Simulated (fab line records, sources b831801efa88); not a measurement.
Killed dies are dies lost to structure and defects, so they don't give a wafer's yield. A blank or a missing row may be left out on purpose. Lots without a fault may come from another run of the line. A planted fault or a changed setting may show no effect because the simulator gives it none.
Which tool did it? | flow sky130 | 13 lots, 39 wafers sampled, at 7 steps of a route of 708

WHAT THE GAUGES READ, wafer by wafer
SKY_POLY_GATE_THK_MEAS_21.
lot  | measured     | on            | POLY_GATE_OXIDATION_THK (nm)
L184 | day 16 14:49 | film_metro-01 | 4.09 4.09 4.03
L186 | day 17 06:17 | film_metro-02 | 3.92 4.04 3.94
L187 | day 17 12:44 | film_metro-04 | 4.08 4.14 4.14
L188 | day 18 00:07 | film_metro-02 | 4.05 4.04 4.00
L189 | day 18 06:47 | film_metro-04 | 4.07 4.08 4.07
L194 | day 20 06:08 | film_metro-01 | 4.07 4.11 4.11
L197 | day 21 03:11 | film_metro-04 | 3.98 4.00 4.03
L202 | day 23 07:02 | film_metro-01 | 3.98 4.02 3.95
L203 | day 23 09:58 | film_metro-01 | 3.90 3.91 3.93
L204 | day 23 20:27 | film_metro-02 | 3.91 3.83 3.87
L205 | day 24 03:01 | film_metro-01 | 4.09 4.03 4.00
L206 | day 24 10:09 | film_metro-04 | 3.99 4.09 4.09
L207 | day 24 14:20 | film_metro-04 | 4.11 4.18 4.15

SKY_LDD_P_CD_MEAS_07: target cd 380 nm.
lot  | measured     | on        | cd_nm (nm)
L184 | day 19 03:27 | cd_sem-01 | 383.6 383.3 382.0
L186 | day 19 19:55 | cd_sem-02 | 378.5 379.0 375.6
L187 | day 20 04:06 | cd_sem-01 | 380.6 378.5 379.6
L188 | day 20 15:45 | cd_sem-01 | 378.7 380.1 380.2
L189 | day 20 22:29 | cd_sem-01 | 376.6 377.5 379.0
L194 | day 22 20:46 | cd_sem-01 | 384.3 384.2 382.6
L197 | day 23 17:06 | cd_sem-02 | 382.4 381.0 384.6
L202 | day 25 19:53 | cd_sem-02 | 379.8 377.7 379.9
L203 | day 25 22:26 | cd_sem-02 | 375.9 376.4 376.5
L204 | day 26 09:00 | cd_sem-02 | 380.1 378.8 378.6
L205 | day 26 16:11 | cd_sem-02 | 380.2 379.6 380.0
L206 | day 26 21:19 | cd_sem-01 | 380.1 382.8 379.8
L207 | day 27 01:56 | cd_sem-01 | 384.0 385.0 385.2

SKY_LDD_LDN_OVL_MEAS_07.
lot  | measured     | on         | LDD_LDN_OVL (nm)
L184 | day 23 00:40 | overlay-01 | -1.2 0.8 0.6
L186 | day 23 15:37 | overlay-02 | 2.0 1.2 1.9
L187 | day 24 00:32 | overlay-01 | -1.7 -0.6 -0.6
L188 | day 24 12:50 | overlay-02 | -2.1 -2.9 -1.0
L189 | day 24 17:16 | overlay-01 | -0.7 -1.1 -1.0
L194 | day 26 14:12 | overlay-02 | - - -
L197 | day 27 09:40 | overlay-01 | -0.7 -1.1 -1.1
L202 | day 29 10:50 | overlay-02 | 0.1 0.0 -1.2
L203 | day 29 12:31 | overlay-02 | -3.7 -1.3 -3.9
L204 | day 29 22:04 | overlay-01 | 1.1 1.0 0.8
L205 | day 30 04:39 | overlay-01 | -0.9 -1.2 -2.2
L206 | day 30 09:37 | overlay-01 | -0.3 -1.8 -0.5
L207 | day 30 15:08 | overlay-02 | -1.3 0.0 -0.4

SKY_LDD_LDN_TW_MEAS_13.
lot  | measured     | on            | LDD_LDN_TW
L184 | day 23 01:24 | film_metro-01 | 1465 1462 1463
L186 | day 23 16:22 | film_metro-04 | 1476 1475 1473
L187 | day 24 01:16 | film_metro-03 | 1519 1508 1509
L188 | day 24 13:34 | film_metro-01 | 1470 1470 1470
L189 | day 24 18:00 | film_metro-03 | 1510 1515 1511
L194 | day 26 14:57 | film_metro-03 | 31 31 31
L197 | day 27 10:25 | film_metro-01 | 1469 1463 1467
L202 | day 29 11:35 | film_metro-01 | 1461 1454 1460
L203 | day 29 13:15 | film_metro-01 | 1452 1464 1445
L204 | day 29 22:48 | film_metro-04 | 1459 1471 1464
L205 | day 30 05:23 | film_metro-01 | 1462 1462 1465
L206 | day 30 10:22 | film_metro-01 | 1461 1457 1461
L207 | day 30 15:53 | film_metro-04 | 1474 1473 1465

SKY_RES_XHIGH_TW_MEAS_09.
lot  | measured     | on            | RES_XHIGH_TW
L184 | day 26 21:14 | film_metro-04 | 1632 1636 1638
L186 | day 27 11:04 | film_metro-01 | 1624 1622 1616
L187 | day 27 19:01 | film_metro-04 | 1626 1625 1637
L188 | day 28 07:57 | film_metro-01 | 1630 1626 1621
L189 | day 28 11:10 | film_metro-01 | 1627 1623 1619
L194 | day 30 06:50 | film_metro-01 | 1887 1903 1906
L197 | day 31 00:27 | film_metro-04 | 1602 1609 1613
L202 | day 32 23:40 | film_metro-02 | 1640 1645 1648
L203 | day 33 03:31 | film_metro-01 | 1630 1619 1621
L204 | day 33 11:06 | film_metro-02 | 1653 1640 1648
L205 | day 33 16:43 | film_metro-02 | 1638 1638 1644
L206 | day 33 22:49 | film_metro-02 | 1636 1649 1641
L207 | day 34 01:47 | film_metro-01 | 1633 1622 1622

SKY_SD_N_OVL_MEAS_08.
lot  | measured     | on         | SD_N_OVL (nm)
L184 | day 28 02:18 | overlay-02 | -0.3 0.3 0.9
L186 | day 28 15:47 | overlay-02 | 1.8 1.9 1.0
L187 | day 28 22:32 | overlay-01 | -1.1 -1.8 -1.7
L188 | day 29 11:15 | overlay-01 | -0.3 0.0 1.1
L189 | day 29 14:59 | overlay-02 | 2.5 1.5 1.0
L194 | day 31 10:39 | overlay-02 | -0.7 -1.8 -1.6
L197 | day 32 04:14 | overlay-02 | -0.7 -0.6 -0.2
L202 | day 34 02:26 | overlay-02 | -2.6 -2.2 -1.6
L203 | day 34 04:59 | overlay-02 | 0.7 0.6 -0.1
L204 | day 34 13:54 | overlay-01 | -2.8 -1.3 -0.4
L205 | day 34 18:43 | overlay-02 | -0.2 -0.2 0.7
L206 | day 35 01:13 | overlay-01 | -1.2 1.3 0.1
L207 | day 35 03:47 | overlay-01 | 0.4 0.7 -0.5

WHICH TOOL RAN EACH LOT (tool, then ch and the chambers of the sampled wafers, then the start)
lot  | SKY_LDD_LDN_EXPOSE_04
L184 | iline_stepper-02 ch 0, day 22 08:58
L186 | iline_stepper-02 ch 0, day 23 01:16
L187 | iline_stepper-02 ch 0, day 23 09:13
L188 | iline_stepper-02 ch 0, day 23 20:38
L189 | iline_stepper-02 ch 0, day 24 02:47
L194 | iline_stepper-02 ch 0, day 25 23:44
L197 | iline_stepper-02 ch 0, day 26 19:52
L202 | iline_stepper-01 ch 0, day 28 20:34
L203 | iline_stepper-01 ch 0, day 28 22:32
L204 | iline_stepper-01 ch 0, day 29 07:52
L205 | iline_stepper-02 ch 0, day 29 15:35
L206 | iline_stepper-01 ch 0, day 29 20:20
L207 | iline_stepper-01 ch 0, day 30 01:28
- SKY_LDD_LDN_EXPOSE_04: exposes mask LDNTM, target cd 700 nm.

WHAT THE TOOLS THEMSELVES READ (means of the sampled wafers that have a number; where no wafer has one, the mark that the record gives instead)
The record holds no such reading with a usual standard deviation.

THE ANSWER, worked out from the rows above alone
Rule: what is usual is taken from the lots themselves. Put in order of their means at a reading, lots are off if they are a third of the lots or fewer, leave a main group of 4 or more, and stand apart from it by a gap of 3 or more times the standard deviation of the main group's means; of several such gaps the widest counts. A main group whose means are all the same, to the digits that the tables above print for the reading, isn't used. A lot without any number at a reading at which 4 lots or more have one is off too. The other lots that the step has rows for count as sound. The gauges are gone through in route order, then the tools' own readings, and for those a lot's mean is taken as printed above. The first step at which some lot is off is used, and at that step the reading that is off furthest; a lot without a number counts as furthest.
Off: L194, at SKY_LDD_LDN_OVL_MEAS_07 (LDD_LDN_OVL). Without a number there: L194. The main group: mean -0.7 nm, standard deviation 1.2.
A tool fits if, at a process step before that reading, it ran every lot that is off, and no sound lot after the first of them. The gauges at SKY_LDD_LDN_OVL_MEAS_07 aren't tried: what is off there is off at SKY_LDD_LDN_TW_MEAS_13 too, on other tools, and a gauge's error can't cause that. None of those tried fits.

WHAT THE SIMULATOR HAD PUT IN
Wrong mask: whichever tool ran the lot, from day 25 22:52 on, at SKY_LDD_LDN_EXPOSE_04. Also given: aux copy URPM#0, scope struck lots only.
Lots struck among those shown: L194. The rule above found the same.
